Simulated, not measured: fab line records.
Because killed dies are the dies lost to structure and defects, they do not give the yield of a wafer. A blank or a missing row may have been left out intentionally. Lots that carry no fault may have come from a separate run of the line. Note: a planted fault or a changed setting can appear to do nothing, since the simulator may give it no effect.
2 desks looking at one fault / flow sky130 / each desk holds nothing but its own numbers, with what lay behind them at the end

FROM THE METROLOGY DESK
Means of the sampled wafers that have a number, per lot and without regard to the tool the lot ran on: this is what the gauges read. If a lot's mean is further than 4 standard deviations from the usual mean, the lot is out of limits and carries the mark OUT (the distance appears in the brackets).
Columns: A = GATE_OXIDE_OVL at SKY_GATE_OXIDE_OVL_MEAS_10, usual -0.5 nm; B = GATE_OXIDE_TW at SKY_GATE_OXIDE_TW_MEAS_14, usual 224; C = POLY_GATE_CVD_00_THK at SKY_POLY_GATE_THK_MEAS_01, usual 180.4 nm; D = POLY_GATE_TW at SKY_RES_PROTECT_TW_MEAS_08, usual 4036; E = POLY_GATE_CVD_03_THK at SKY_POLY_GATE_THK_MEAS_04, usual 75.4 nm; F = cdNm at SKY_POLY_GATE_CD_MEAS_13, usual 149.8 nm; G = POLY_GATE_OVL at SKY_POLY_GATE_OVL_MEAS_14, usual 4 nm
lot=L231; first seen here=day 13 11:35; A=-1.9; B=222; C=179.4; D=4084; E=75.4; F=150.7; G=8
lot=L233; first seen here=day 14 08:11; A=-1.0; B=221; C=180.7; D=3976; E=76.1; F=149.0; G=-5
lot=L236; first seen here=day 15 00:47; A=0.6; B=220; C=181.3; D=4039; E=75.8; F=152.6; G=13
lot=L245; first seen here=day 18 15:41; A=-1.5; B=219; C=181.5; D=3967; E=75.5; F=148.1; G=8
lot=L246; first seen here=day 18 19:31; A=-1.0; B=219; C=180.6; D=3956; E=75.9; F=149.4; G=6
lot=L252; first seen here=day 21 11:53; A=0.9; B=223; C=179.1; D=4001; E=76.1; F=150.0; G=8
This desk's verdict: no lot among the 6 shows anything out of limits.

DESK OF THE TOOL OWNER: furnace-02
The tool's own readings at SKY_GATE_OXIDE_OXIDATION_16 (stabilise 600 s, purge 300 s, target thk 3.57 nm): means of the sampled wafers that have a number, for each lot that ran on this tool. If a lot's mean is further than 4 standard deviations from the usual mean, the lot is out of limits and carries the mark OUT (the distance appears in the brackets).
Columns: A = spikeTcTopC at SKY_GATE_OXIDE_OXIDATION_16, usual 810.4 C; B = zonePowerUpperPct at SKY_GATE_OXIDE_OXIDATION_16, usual 12.3 %
lot=L231; first seen here=day 13 12:05; A=807.7; B=12.9
lot=L236; first seen here=day 15 02:23; A=808.5; B=13.0
lot=L245; first seen here=day 18 17:22; A=808.6; B=13.0
lot=L246; first seen here=day 18 20:24; A=807.7; B=13.1
This desk's verdict: no lot among the 4 shows anything out of limits.

TAKEN TOGETHER
Nothing out of limits was seen by the metrology desk.
The desk of the tool owner found nothing out of limits.

WHAT HAD BEEN PUT IN BY THE SIMULATOR
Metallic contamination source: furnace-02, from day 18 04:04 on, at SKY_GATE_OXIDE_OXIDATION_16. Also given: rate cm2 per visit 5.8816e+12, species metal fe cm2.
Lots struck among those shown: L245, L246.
